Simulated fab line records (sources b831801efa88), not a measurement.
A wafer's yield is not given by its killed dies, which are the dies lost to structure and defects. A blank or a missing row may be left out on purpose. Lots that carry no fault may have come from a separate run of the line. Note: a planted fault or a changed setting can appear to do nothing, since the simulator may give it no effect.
fab line records	flow sky130
[record] lots = 24	wafers = 72	last-day = 50
route steps=708 shown METAL3@536 METAL4@600 VIA4@641 METAL5@663
lots that met no fault: from a run of the same line without faults
start-h: the number of hours between the record's first day and the start of the first shown wafer of the lot	wait-h: hours since the lot's step before	" as in the row above	L1.1+2: one row covering several wafers at once	- no value, or no start was given	* or withheld: withheld	< > ~ a bound
route shown NAME@n: NAME is a module with steps in the file, n the number in the route of the first one	usual: mean/standard deviation taken from wafers without a fault	same: alike in all rows	chamber/n: place in a boat	sites: each site's reading	_std_site: standard deviation of those values	_edge_site: the outer-site mean with the inner-site mean subtracted	radius-mm: how far each site lies from the wafer's centre	mask NAME#n: copy n	behind: the tool/chamber that last shaped the wafer	hold: reason for holding the lot/hours on hold/outcome of the hold	device: which transistor (n, p or np) failed to switch	end of line: tests run on the same wafers once the route is complete	a step given without rows: its recipe and nothing more	killed: count of dies lost to structure and defects at first sort (not the wafer's yield)	map: the dies of a wafer, with x for killed, . for not killed, _ for no die there
set.NAME: setting as actually run; set.NAME@STEP: the setting as run at that earlier step	model.NAME: the simulator's own value behind a step, which no gauge read
a sample of lots followed through the steps of the route, with each step as a table and each wafer as a row
services: when a tool's chamber went out of use (start-h, in hours from the record's first day, below 0 if earlier), for how many hours, and the reason
[[steps]]
[step SKY_METAL3_SPUTTER_04]
[recipe] material = TiN	target-thk-nm = 70	power-w = 6500	time-s = 58.3	chamber-pressure-pa = 0.4
[usual] chamber-pressure-pa = 0.4000/0.00084	throttle-valve-pct = 30.2/1.3
lot.wafer	tool	chamber	start-h	wait-h	chamber-pressure-pa	throttle-valve-pct
L074.3	pvd-sputter-01	-	843.11	0.0	0.4006	30.3
L074.4	"	-	"	"	0.3993	29.4
L074.6	"	-	"	"	0.4010	29.1
L075.2	pvd-sputter-02	-	855.85	0.0	0.4005	29.4
L075.4	"	-	"	"	0.4003	31.7
L075.5	"	-	"	"	0.4006	30.7
L076.3	pvd-sputter-04	-	863.43	0.0	0.4012	30.1
L076.5	"	-	"	"	0.3988	28.4
L076.6	"	-	"	"	0.4010	30.3
L077.1	pvd-sputter-01	-	868.36	0.0	0.3998	31.7
L077.4	"	-	"	"	0.3985	30.2
L077.6	"	-	"	"	0.4012	30.5
L078.1	pvd-sputter-04	-	886.32	0.0	0.4023	29.7
L078.3	"	-	"	"	0.3989	30.1
L078.4	"	-	"	"	0.3984	28.6
L079.1	pvd-sputter-04	-	890.26	0.0	0.4003	29.5
L079.5	"	-	"	"	0.4003	29.5
L079.6	"	-	"	"	0.4017	29.8
L080.2	pvd-sputter-04	-	894.13	0.0	0.4001	29.3
L080.3	"	-	"	"	0.4007	28.4
L080.5	"	-	"	"	0.3997	29.6
L081.2	pvd-sputter-04	-	906.13	0.0	0.3996	28.3
L081.4	"	-	"	"	0.3989	29.5
L081.5	"	-	"	"	0.3991	29.6
L082.3	pvd-sputter-02	-	908.03	0.0	0.4004	30.6
L082.4	"	-	"	"	0.4006	31.5
L082.6	"	-	"	"	0.4001	31.4
L083.3	pvd-sputter-02	-	913.71	0.0	0.3996	32.9
L083.5	"	-	"	"	0.4006	29.3
L083.6	"	-	"	"	0.3998	31.4
L084.2	pvd-sputter-02	-	929.86	0.0	0.3995	29.3
L084.3	"	-	"	"	0.4002	31.7
L084.6	"	-	"	"	0.4004	30.4
L085.1	pvd-sputter-01	-	930.62	0.0	0.4004	30.3
L085.5	"	-	"	"	0.4004	30.2
L085.6	"	-	"	"	0.4007	30.2
L086.1	pvd-sputter-02	-	939.93	0.0	0.4001	31.6
L086.4	"	-	"	"	0.3994	32.9
L086.5	"	-	"	"	0.3999	32.0
L087.2	pvd-sputter-01	-	943.31	0.0	0.3996	31.8
L087.3	"	-	"	"	0.3996	30.4
L087.6	"	-	"	"	0.3995	30.4
L088.3	pvd-sputter-01	-	947.35	0.0	0.4006	30.3
L088.5	"	-	"	"	0.3991	29.1
L088.6	"	-	"	"	0.3987	30.3
L089.3	pvd-sputter-01	-	955.26	0.0	0.4010	29.2
L089.5	"	-	"	"	0.4010	31.9
L089.6	"	-	"	"	0.3992	29.5
L090.1	pvd-sputter-01	-	965.65	0.0	0.3998	30.5
L090.4	"	-	"	"	0.4000	29.5
L090.5	"	-	"	"	0.3994	29.1
L091.1	pvd-sputter-02	-	979.02	0.0	0.4007	30.6
L091.2	"	-	"	"	0.4006	29.1
L091.4	"	-	"	"	0.4006	31.4
L092.2	pvd-sputter-04	-	988.23	0.0	0.4000	28.7
L092.4	"	-	"	"	0.3998	30.1
L092.6	"	-	"	"	0.3995	29.4
L093.1	pvd-sputter-04	-	991.11	0.0	0.4037	28.3
L093.2	"	-	"	"	0.3998	28.4
L093.6	"	-	"	"	0.4007	29.5
L094.1	pvd-sputter-04	-	993.01	0.0	0.4013	30.0
L094.3	"	-	"	"	0.3989	28.4
L094.6	"	-	"	"	0.3997	28.4
L095.1	pvd-sputter-04	-	993.71	0.0	0.3987	28.1
L095.4	"	-	"	"	0.4003	30.2
L095.6	"	-	"	"	0.4004	28.3
L096.1	pvd-sputter-02	-	999.42	0.0	0.3997	31.7
L096.2	"	-	"	"	0.3992	30.9
L096.3	"	-	"	"	0.4008	32.9
L097.2	pvd-sputter-02	-	1003.18	0.0	0.3999	30.5
L097.5	"	-	"	"	0.3997	32.9
L097.6	"	-	"	"	0.4003	30.6
[step SKY_METAL3_ETCH_16]
[recipe] chemistry = N2/H2	target = BARC	ion-energy-ev = 200	bias-w = 100	pressure-mtorr = 30	n2-flow-sccm = 100	h2-flow-sccm = 200	icp-w = 500	stop-on = SiO2	time-s = 88.2	target-depth-a = 600
[usual] bias-w = 99.96/0.27	drypump-motor-current-A = 5.6/0.5	h2-flow-sccm = 200.1/0.56	oes-product-au = 0.626/0.0044	throttle-valve-pct = 13.205/0.0098
lot.wafer	tool	chamber	start-h	wait-h	bias-w	drypump-motor-current-A	h2-flow-sccm	oes-product-au	rf-hours-counter-h	throttle-valve-pct
L074.3	rie-metal-04	1	895.97	0.0	100.46	5.7	200.5	0.626	-	13.205
L074.4	"	0	"	"	99.86	6.4	200.3	0.629	-	13.192
L074.6	"	1	"	"	100.00	5.7	199.8	0.627	-	13.211
L075.2	rie-metal-04	0	908.38	0.0	100.07	6.3	200.3	0.626	7	13.210
L075.4	"	1	"	"	100.45	5.7	199.9	0.627	-	13.215
L075.5	"	0	"	"	100.47	6.4	199.7	0.622	-	13.209
L076.3	rie-metal-04	0	914.67	0.0	100.15	6.4	200.4	0.626	-	13.202
L076.5	"	0	"	"	100.16	6.3	200.5	0.620	-	13.200
L076.6	"	1	"	"	100.10	5.8	199.8	0.625	-	13.204
L077.1	rie-metal-04	0	919.89	0.0	99.84	6.3	200.0	0.629	8	13.210
L077.4	"	0	"	"	99.70	6.3	199.9	0.621	-	13.206
L077.6	"	0	"	"	99.72	6.3	198.7	0.621	-	13.206
L078.1	rie-metal-04	0	936.52	0.0	99.90	6.4	200.4	0.624	9	13.219
L078.3	"	1	"	"	99.99	5.7	201.3	0.620	-	13.194
L078.4	"	0	"	"	100.58	6.3	201.1	0.629	-	13.205
L079.1	rie-metal-04	1	940.53	0.0	99.43	5.8	200.0	0.623	5	13.199
L079.5	"	0	"	"	99.61	6.3	199.8	0.622	-	13.208
L079.6	"	1	"	"	99.25	5.7	200.0	0.622	-	13.223
L080.2	rie-metal-03	1	944.29	0.0	100.15	5.0	200.0	0.629	13	13.198
L080.3	"	0	"	"	99.95	5.2	200.5	0.627	-	13.204
L080.5	"	0	"	"	99.38	5.2	200.0	0.627	-	13.216
L081.2	rie-metal-04	1	956.64	0.0	99.75	5.7	200.3	0.623	6	13.215
L081.4	"	0	"	"	99.83	6.4	200.5	0.627	-	13.198
L081.5	"	1	"	"	99.82	5.7	200.1	0.637	-	13.213
L082.3	rie-metal-03	1	957.78	0.1	99.76	5.0	199.8	0.635	-	13.221
L082.4	"	1	"	"	100.10	5.0	200.3	0.621	-	13.194
L082.6	"	1	"	"	99.78	5.0	200.5	0.627	-	13.205
L083.3	rie-metal-03	1	962.60	0.0	100.17	5.0	199.6	0.619	-	13.205
L083.5	"	0	"	"	99.77	5.2	200.3	0.627	-	13.206
L083.6	"	1	"	"	99.57	5.0	199.7	0.625	-	13.226
L084.2	rie-metal-03	1	977.43	0.0	100.06	5.0	200.5	0.634	15	13.182
L084.3	"	1	"	"	100.11	5.0	201.1	0.623	-	13.204
L084.6	"	1	"	"	100.12	5.0	200.6	0.628	-	13.226
L085.1	rie-metal-03	0	980.22	0.0	100.51	5.2	201.0	0.630	8	13.195
L085.5	"	0	"	"	100.13	5.2	199.9	0.626	-	13.223
L085.6	"	1	"	"	99.60	5.0	200.6	0.630	-	13.206
L086.1	rie-metal-02	1	989.29	0.0	99.88	6.2	200.3	0.625	11	13.181
L086.4	"	1	"	"	100.06	6.2	200.6	0.621	-	13.217
L086.5	"	1	"	"	100.22	6.2	200.7	0.629	-	13.196
L087.2	rie-metal-03	0	992.72	0.0	99.94	5.2	199.6	0.622	9	13.203
L087.3	"	1	"	"	100.23	5.0	200.0	0.625	-	13.205
L087.6	"	0	"	"	99.99	5.2	200.6	0.622	-	13.196
L088.3	rie-metal-04	0	995.87	0.0	100.02	6.3	199.6	0.622	-	13.202
L088.5	"	0	"	"	99.89	6.3	199.8	0.617	-	13.199
L088.6	"	1	"	"	99.97	5.7	199.5	0.627	-	13.202
L089.3	rie-metal-02	1	1003.60	0.0	99.61	6.2	200.4	0.624	-	13.211
L089.5	"	0	"	"	99.77	5.6	199.5	0.621	-	13.204
L089.6	"	1	"	"	99.67	6.1	199.9	0.624	-	13.201
L090.1	rie-metal-02	0	1014.19	0.0	99.61	5.6	199.3	0.633	14	13.192
L090.4	"	0	"	"	100.05	5.6	199.3	0.617	-	13.195
L090.5	"	0	"	"	100.49	5.6	199.4	0.630	-	13.219
L091.1	rie-metal-02	1	1026.74	0.0	100.17	6.1	199.6	0.628	13	13.191
L091.2	"	0	"	"	99.77	5.6	200.1	0.625	15	13.194
L091.4	"	0	"	"	100.22	5.6	199.7	0.627	-	13.191
L092.2	rie-metal-02	1	1035.12	0.0	100.18	6.1	199.6	0.626	14	13.189
L092.4	"	0	"	"	100.26	5.6	198.6	0.626	-	13.215
L092.6	"	0	"	"	100.09	5.6	198.4	0.615	-	13.207
L093.1	rie-metal-03	0	1038.32	0.0	100.03	5.2	200.3	0.629	11	13.209
L093.2	"	1	"	"	100.04	5.0	201.1	0.631	18	13.220
L093.6	"	0	"	"	99.82	5.2	200.2	0.615	-	13.215
L094.1	rie-metal-03	0	1040.58	0.0	100.37	5.2	200.1	0.632	11	13.198
L094.3	"	0	"	"	100.28	5.2	200.2	0.622	-	13.220
L094.6	"	0	"	"	100.26	5.2	200.5	0.624	-	13.206
L095.1	rie-metal-03	1	1041.23	0.0	100.08	5.0	199.5	0.631	19	13.214
L095.4	"	0	"	"	99.61	5.2	200.0	0.623	-	13.189
L095.6	"	0	"	"	99.89	5.2	199.4	0.627	-	13.220
L096.1	rie-metal-04	1	1045.48	0.0	100.03	5.7	200.4	0.634	12	13.204
L096.2	"	0	"	"	100.05	6.3	200.7	0.626	16	13.209
L096.3	"	1	"	"	99.66	5.8	200.4	0.628	-	13.193
L097.2	rie-metal-04	0	1048.98	0.0	100.06	6.3	199.9	0.629	16	13.215
L097.5	"	1	"	"	100.30	5.7	200.2	0.638	-	13.202
L097.6	"	0	"	"	100.36	6.3	200.0	0.628	-	13.208
[step SKY_METAL4_SPUTTER_02]
[recipe] material = AlCu	target-thk-nm = 735	power-w = 10600	time-s = 39.1	chamber-pressure-pa = 0.4
[usual] chamber-pressure-pa = 0.4002/0.00085	throttle-valve-pct = 29.6/0.95
lot.wafer	tool	chamber	start-h	wait-h	chamber-pressure-pa	throttle-valve-pct
L074.3	pvd-sputter-03	-	923.86	0.0	0.3995	29.1
L074.4	"	-	"	"	0.3999	28.5
L074.6	"	-	"	"	0.3989	29.3
L075.2	pvd-sputter-04	-	936.43	0.0	0.3999	28.8
L075.4	"	-	"	"	0.4006	29.7
L075.5	"	-	"	"	0.3994	28.3
L076.3	pvd-sputter-03	-	941.85	0.0	0.3978	30.1
L076.5	"	-	"	"	0.4005	30.4
L076.6	"	-	"	"	0.3996	28.4
L077.1	pvd-sputter-04	-	947.69	0.0	0.3993	30.3
L077.4	"	-	"	"	0.4010	28.4
L077.6	"	-	"	"	0.4010	28.7
L078.1	pvd-sputter-01	-	963.20	0.0	0.4007	31.4
L078.3	"	-	"	"	0.3995	30.4
L078.4	"	-	"	"	0.4018	29.3
L079.1	pvd-sputter-01	-	967.57	0.0	0.4000	29.4
L079.5	"	-	"	"	0.3996	30.4
L079.6	"	-	"	"	0.4006	29.3
L080.2	pvd-sputter-01	-	971.18	0.0	0.4001	29.4
L080.3	"	-	"	"	0.4007	30.1
L080.5	"	-	"	"	0.4006	31.7
L081.2	pvd-sputter-01	-	983.31	0.0	0.3999	30.4
L081.4	"	-	"	"	0.3995	30.3
L081.5	"	-	"	"	0.3992	30.4
L082.3	pvd-sputter-04	-	984.96	0.0	0.4005	30.2
L082.4	"	-	"	"	0.3988	29.6
L082.6	"	-	"	"	0.3999	30.0
L083.3	pvd-sputter-03	-	990.32	0.0	0.4017	30.2
L083.5	"	-	"	"	0.4005	29.8
L083.6	"	-	"	"	0.4006	28.4
L084.2	pvd-sputter-04	-	1003.79	0.0	0.4001	28.4
L084.3	"	-	"	"	0.4000	29.9
L084.6	"	-	"	"	0.4009	28.4
L085.1	pvd-sputter-01	-	1006.35	0.0	0.4004	30.3
L085.5	"	-	"	"	0.4010	30.4
L085.6	"	-	"	"	0.3998	30.2
L086.1	pvd-sputter-04	-	1016.01	0.0	0.4004	28.5
L086.4	"	-	"	"	0.4000	29.5
L086.5	"	-	"	"	0.3999	28.3
L087.2	pvd-sputter-01	-	1018.93	0.0	0.4005	29.3
L087.3	"	-	"	"	0.4007	30.6
L087.6	"	-	"	"	0.4008	30.2
L088.3	pvd-sputter-04	-	1022.26	0.0	0.3999	29.3
L088.5	"	-	"	"	0.3999	29.5
L088.6	"	-	"	"	0.4013	28.4
L089.3	pvd-sputter-04	-	1030.18	0.0	0.4015	28.5
L089.5	"	-	"	"	0.4011	28.4
L089.6	"	-	"	"	0.4015	30.0
L090.1	pvd-sputter-01	-	1040.51	0.0	0.3996	30.2
L090.4	"	-	"	"	0.3998	29.3
L090.5	"	-	"	"	0.4016	30.1
L091.1	pvd-sputter-01	-	1052.12	0.0	0.3990	30.1
L091.2	"	-	"	"	0.4009	31.6
L091.4	"	-	"	"	0.4002	29.1
L092.2	pvd-sputter-01	-	1060.17	0.0	0.3988	28.9
L092.4	"	-	"	"	0.4004	30.4
L092.6	"	-	"	"	0.4000	31.7
L093.1	pvd-sputter-04	-	1063.33	0.0	0.3985	28.5
L093.2	"	-	"	"	0.4001	29.5
L093.6	"	-	"	"	0.3996	29.7
L094.1	pvd-sputter-04	-	1065.47	0.0	0.4008	30.1
L094.3	"	-	"	"	0.3998	28.4
L094.6	"	-	"	"	0.4003	28.4
L095.1	pvd-sputter-04	-	1067.27	0.0	0.3999	28.5
L095.4	"	-	"	"	0.3995	30.3
L095.6	"	-	"	"	0.4007	29.9
L096.1	pvd-sputter-04	-	1070.72	0.0	0.3996	29.6
L096.2	"	-	"	"	0.3997	28.3
L096.3	"	-	"	"	0.3997	30.3
L097.2	pvd-sputter-03	-	1073.46	0.0	0.4000	30.2
L097.5	"	-	"	"	0.4004	30.1
L097.6	"	-	"	"	0.4003	28.3
[step SKY_VIA4_CMP_02]
[recipe] material = SiO2	down-force-psi = 4	platen-rpm = 60	pad-velocity-m-s = 0.94248
[usual] motor-current-A = 11.3/1.5
lot.wafer	tool	chamber	start-h	wait-h	motor-current-A
L074.4	cmp-01	2	974.63	0.1	13.6
L074.3	"	3	"	"	10.9
L074.6	"	0	"	"	9.7
L075.4	cmp-01	3	987.12	0.0	10.3
L075.2	"	2	"	"	13.8
L075.5	"	3	"	"	11.1
L076.3	cmp-01	0	991.75	0.0	9.7
L076.5	"	0	"	"	9.3
L076.6	"	1	"	"	11.8
L077.1	cmp-01	2	998.81	0.1	12.9
L077.4	"	0	"	"	9.4
L077.6	"	2	"	"	13.4
L078.4	cmp-01	1	1013.87	0.3	12.4
L078.1	"	2	"	"	13.6
L078.3	"	3	"	"	10.4
L079.1	cmp-01	2	1017.85	0.2	12.4
L079.5	"	3	"	"	10.4
L079.6	"	0	"	"	9.5
L080.2	cmp-02	1	1021.30	0.2	11.4
L080.3	"	0	"	"	8.8
L080.5	"	1	"	"	11.8
L081.2	cmp-02	0	1031.85	0.1	8.9
L081.4	"	2	"	"	14.3
L081.5	"	0	"	"	9.2
L082.3	cmp-01	1	1033.24	0.0	12.2
L082.4	"	2	"	"	13.4
L082.6	"	2	"	"	13.5
L083.3	cmp-01	1	1039.42	0.1	11.3
L083.6	"	3	"	"	10.5
L083.5	"	0	"	"	9.4
L084.2	cmp-02	0	1051.46	0.1	8.8
L084.3	"	2	"	"	13.7
L084.6	"	0	"	"	9.0
L085.1	cmp-02	0	1053.92	0.2	9.0
L085.6	"	1	"	"	11.8
L085.5	"	2	"	"	13.0
L086.4	cmp-02	2	1063.64	0.2	14.0
L086.1	"	3	"	"	11.8
L086.5	"	1	"	"	11.2
L087.3	cmp-02	0	1066.37	0.7	9.1
L087.2	"	2	"	"	14.1
L087.6	"	3	"	"	11.4
L088.3	cmp-02	0	1068.06	0.0	9.3
L088.5	"	0	"	"	9.0
L088.6	"	1	"	"	11.7
L089.3	cmp-01	3	1075.60	0.4	11.4
L089.5	"	0	"	"	9.4
L089.6	"	1	"	"	10.7
L090.1	cmp-01	0	1085.07	0.1	9.8
L090.4	"	3	"	"	10.7
L090.5	"	0	"	"	9.4
L091.1	cmp-01	0	1095.46	0.3	9.2
L091.2	"	1	"	"	12.4
L091.4	"	2	"	"	13.2
L092.2	cmp-02	2	1103.44	0.0	13.8
L092.4	"	0	"	"	8.9
L092.6	"	2	"	"	13.3
L093.2	cmp-02	2	1106.76	0.0	13.3
L093.1	"	3	"	"	11.2
L093.6	"	2	"	"	13.7
L094.3	cmp-01	1	1109.21	0.3	11.7
L094.1	"	3	"	"	10.1
L094.6	"	2	"	"	13.1
L095.1	cmp-01	2	1110.12	0.1	12.9
L095.4	"	3	"	"	10.4
L095.6	"	2	"	"	13.1
L096.2	cmp-01	1	1113.78	0.4	11.3
L096.3	"	3	"	"	10.5
L096.1	"	0	"	"	9.6
L097.2	cmp-01	2	1117.23	0.8	13.1
L097.6	"	3	"	"	10.6
L097.5	"	0	"	"	9.7
[step SKY_VIA4_ETCH_12]
[recipe] target = SiO2	chemistry = C4F8/O2/Ar	stop-on = TiN	mask-material = NOVOLAK	source-w = 1500	bias-w = 1200	pressure-mtorr = 40	c4f8-flow-sccm = withheld	O2_flow_sccm = 6	Ar_flow_sccm = 300	time-s = withheld	target-depth-a = 5800
[usual] bias-w = 1200/3.8	oes-product-au = 0.926/0.0051
lot.wafer	tool	chamber	start-h	wait-h	bias-w	oes-product-au
L074.3	rie-diel-04	3	998.88	0.0	1191	0.922
L074.4	"	0	"	"	1203	0.928
L074.6	"	1	"	"	1202	0.926
L075.2	rie-diel-04	0	1011.42	0.0	1200	0.925
L075.4	"	2	"	"	1205	0.920
L075.5	"	1	"	"	1198	0.928
L076.3	rie-diel-02	2	1015.32	0.0	1196	0.924
L076.5	"	1	"	"	1200	0.913
L076.6	"	3	"	"	1200	0.934
L077.1	rie-diel-04	1	1022.42	0.0	1201	0.933
L077.4	"	2	"	"	1202	0.923
L077.6	"	0	"	"	1200	0.926
L078.1	rie-diel-04	2	1037.02	0.0	1202	0.928
L078.3	"	0	"	"	1203	0.925
L078.4	"	1	"	"	1200	0.913
L079.1	rie-diel-02	1	1040.73	0.0	1201	0.926
L079.5	"	2	"	"	1200	0.929
L079.6	"	1	"	"	1206	0.925
L080.2	rie-diel-04	0	1044.79	0.0	1195	0.937
L080.3	"	1	"	"	1204	0.927
L080.5	"	1	"	"	1201	0.933
L081.2	rie-diel-03	0	1053.93	0.0	1197	0.927
L081.4	"	3	"	"	1196	0.923
L081.5	"	3	"	"	1198	0.922
L082.3	rie-diel-04	0	1054.94	0.0	1200	0.928
L082.4	"	1	"	"	1192	0.932
L082.6	"	2	"	"	1195	0.929
L083.3	rie-diel-04	1	1061.03	0.0	1201	0.932
L083.5	"	0	"	"	1204	0.932
L083.6	"	3	"	"	1205	0.918
L084.2	rie-diel-03	1	1073.48	0.0	1199	0.933
L084.3	"	2	"	"	1202	0.922
L084.6	"	0	"	"	1192	0.925
L085.1	rie-diel-04	3	1074.72	0.0	1202	0.922
L085.5	"	1	"	"	1198	0.919
L085.6	"	0	"	"	1196	0.936
L086.1	rie-diel-04	2	1084.52	0.0	1198	0.921
L086.4	"	0	"	"	1196	0.924
L086.5	"	0	"	"	1205	0.921
L087.2	rie-diel-04	3	1086.69	0.0	1200	0.922
L087.3	"	0	"	"	1202	0.922
L087.6	"	2	"	"	1202	0.930
L088.3	rie-diel-02	1	1089.29	0.0	1201	0.919
L088.5	"	2	"	"	1199	0.926
L088.6	"	0	"	"	1200	0.924
L089.3	rie-diel-02	2	1096.77	0.0	1201	0.922
L089.5	"	1	"	"	1203	0.918
L089.6	"	0	"	"	1194	0.925
L090.1	rie-diel-03	2	1105.78	0.0	1203	0.929
L090.4	"	3	"	"	1199	0.921
L090.5	"	1	"	"	1208	0.923
L091.1	rie-diel-03	3	1115.78	0.0	1195	0.926
L091.2	"	2	"	"	1207	0.929
L091.4	"	0	"	"	1197	0.921
L092.2	rie-diel-04	2	1123.88	0.0	1202	0.923
L092.4	"	0	"	"	1199	0.929
L092.6	"	3	"	"	1198	0.914
L093.1	rie-diel-04	1	1126.27	0.0	1199	0.927
L093.2	"	2	"	"	1198	0.927
L093.6	"	3	"	"	1200	0.931
L094.1	rie-diel-02	1	1128.73	0.0	1201	0.921
L094.3	"	2	"	"	1203	0.916
L094.6	"	2	"	"	1195	0.928
L095.1	rie-diel-02	3	1130.02	0.0	1196	0.935
L095.4	"	0	"	"	1202	0.925
L095.6	"	2	"	"	1196	0.929
L096.1	rie-diel-02	2	1133.28	0.0	1201	0.919
L096.2	"	0	"	"	1206	0.916
L096.3	"	3	"	"	1206	0.935
L097.2	rie-diel-03	3	1136.18	0.0	1196	0.931
L097.5	"	1	"	"	1197	0.926
L097.6	"	0	"	"	1203	0.926
[step SKY_METAL5_SPUTTER_02]
[recipe] material = AlCu	target-thk-nm = 1150	power-w = 10600	time-s = 61.2	chamber-pressure-pa = 0.4
[usual] chamber-pressure-pa = 0.3998/0.00076	throttle-valve-pct = 29.8/1.3
lot.wafer	tool	chamber	start-h	wait-h	chamber-pressure-pa	throttle-valve-pct
L074.3	pvd-sputter-04	-	1000.32	0.0	0.4005	28.6
L074.4	"	-	"	"	0.4006	28.5
L074.6	"	-	"	"	0.3999	28.3
L075.2	pvd-sputter-04	-	1012.82	0.0	0.3997	29.4
L075.4	"	-	"	"	0.4006	30.3
L075.5	"	-	"	"	0.4002	30.1
L076.3	pvd-sputter-04	-	1016.75	0.0	0.4000	28.4
L076.5	"	-	"	"	0.3996	28.7
L076.6	"	-	"	"	0.4008	30.1
L077.1	pvd-sputter-03	-	1023.94	0.0	0.3996	29.5
L077.4	"	-	"	"	0.3999	30.3
L077.6	"	-	"	"	0.4012	30.2
L078.1	pvd-sputter-03	-	1038.87	0.0	0.4005	29.7
L078.3	"	-	"	"	0.3995	28.4
L078.4	"	-	"	"	0.4002	29.1
L079.1	pvd-sputter-02	-	1042.55	0.0	0.3985	31.7
L079.5	"	-	"	"	0.3998	32.9
L079.6	"	-	"	"	0.4000	30.6
L080.2	pvd-sputter-04	-	1046.82	0.0	0.3989	29.8
L080.3	"	-	"	"	0.4001	30.1
L080.5	"	-	"	"	0.3992	28.3
L081.2	pvd-sputter-04	-	1055.35	0.0	0.4000	28.5
L081.4	"	-	"	"	0.3994	30.2
L081.5	"	-	"	"	0.4005	28.6
L082.3	pvd-sputter-04	-	1056.58	0.0	0.4005	28.3
L082.4	"	-	"	"	0.4002	29.5
L082.6	"	-	"	"	0.4005	30.3
L083.3	pvd-sputter-02	-	1062.73	0.0	0.3987	30.5
L083.5	"	-	"	"	0.3992	32.7
L083.6	"	-	"	"	0.3976	30.6
L084.2	pvd-sputter-04	-	1074.89	0.0	0.3998	30.1
L084.3	"	-	"	"	0.3997	28.4
L084.6	"	-	"	"	0.3999	29.9
L085.1	pvd-sputter-04	-	1076.16	0.0	0.4004	29.8
L085.5	"	-	"	"	0.3995	29.6
L085.6	"	-	"	"	0.3992	28.3
L086.1	pvd-sputter-04	-	1085.97	0.0	0.4001	29.4
L086.4	"	-	"	"	0.3993	28.3
L086.5	"	-	"	"	0.3992	29.8
L087.2	pvd-sputter-04	-	1088.10	0.0	0.3999	29.8
L087.3	"	-	"	"	0.3984	28.4
L087.6	"	-	"	"	0.4005	30.3
L088.3	pvd-sputter-02	-	1090.70	0.0	0.4006	30.4
L088.5	"	-	"	"	0.4004	30.4
L088.6	"	-	"	"	0.3994	33.1
L089.3	pvd-sputter-02	-	1098.20	0.0	0.4003	32.7
L089.5	"	-	"	"	0.3989	30.8
L089.6	"	-	"	"	0.4005	29.3
L090.1	pvd-sputter-04	-	1107.19	0.0	0.4000	29.6
L090.4	"	-	"	"	0.4004	29.8
L090.5	"	-	"	"	0.4012	28.6
L091.1	pvd-sputter-04	-	1117.73	0.0	0.4014	30.1
L091.2	"	-	"	"	0.3997	29.5
L091.4	"	-	"	"	0.4000	28.5
L092.2	pvd-sputter-03	-	1125.70	0.0	0.3993	28.6
L092.4	"	-	"	"	0.3995	28.7
L092.6	"	-	"	"	0.3989	30.5
L093.1	pvd-sputter-02	-	1127.99	0.0	0.4003	31.8
L093.2	"	-	"	"	0.4000	32.9
L093.6	"	-	"	"	0.4013	30.6
L094.1	pvd-sputter-04	-	1130.30	0.0	0.3993	29.6
L094.3	"	-	"	"	0.3986	28.3
L094.6	"	-	"	"	0.4004	29.9
L095.1	pvd-sputter-04	-	1131.46	0.0	0.3989	28.6
L095.4	"	-	"	"	0.4009	28.3
L095.6	"	-	"	"	0.3993	28.5
L096.1	pvd-sputter-02	-	1135.33	0.0	0.3991	31.5
L096.2	"	-	"	"	0.4008	30.8
L096.3	"	-	"	"	0.3995	29.2
L097.2	pvd-sputter-02	-	1138.01	0.0	0.4001	29.3
L097.5	"	-	"	"	0.4004	31.5
L097.6	"	-	"	"	0.3997	29.5
[[services]]
tool	chamber	start-h	hours	kind
cmp-02	-	820.30	1.1	repair
cmp-01	-	825.64	0.5	repair
cmp-02	-	829.77	7.2	repair
rie-metal-03	-	858.04	2.8	pm
pvd-sputter-02	-	894.16	0.6	repair
cmp-01	-	895.45	2.0	repair
pvd-sputter-01	-	898.87	9.4	repair
cmp-01	-	902.48	10.3	repair
cmp-01	-	912.76	4.0	pm
cmp-01	-	916.08	2.1	repair
pvd-sputter-04	-	1001.35	0.5	repair
cmp-01	-	1003.81	0.4	repair
cmp-01	-	1014.85	0.9	repair
rie-diel-04	1	1024.29	9.4	repair
cmp-01	-	1043.47	24.3	repair
pvd-sputter-01	-	1048.09	1.4	repair
pvd-sputter-01	-	1075.11	7.2	repair
pvd-sputter-04	-	1084.03	1.7	repair
pvd-sputter-01	-	1087.71	13.7	repair
rie-metal-04	-	1094.69	0.5	repair
pvd-sputter-01	-	1108.88	2.7	repair
rie-metal-04	-	1111.92	4.0	pm
rie-metal-04	-	1124.09	1.4	pm
cmp-01	-	1131.30	6.1	pm
[[key]]
fault none
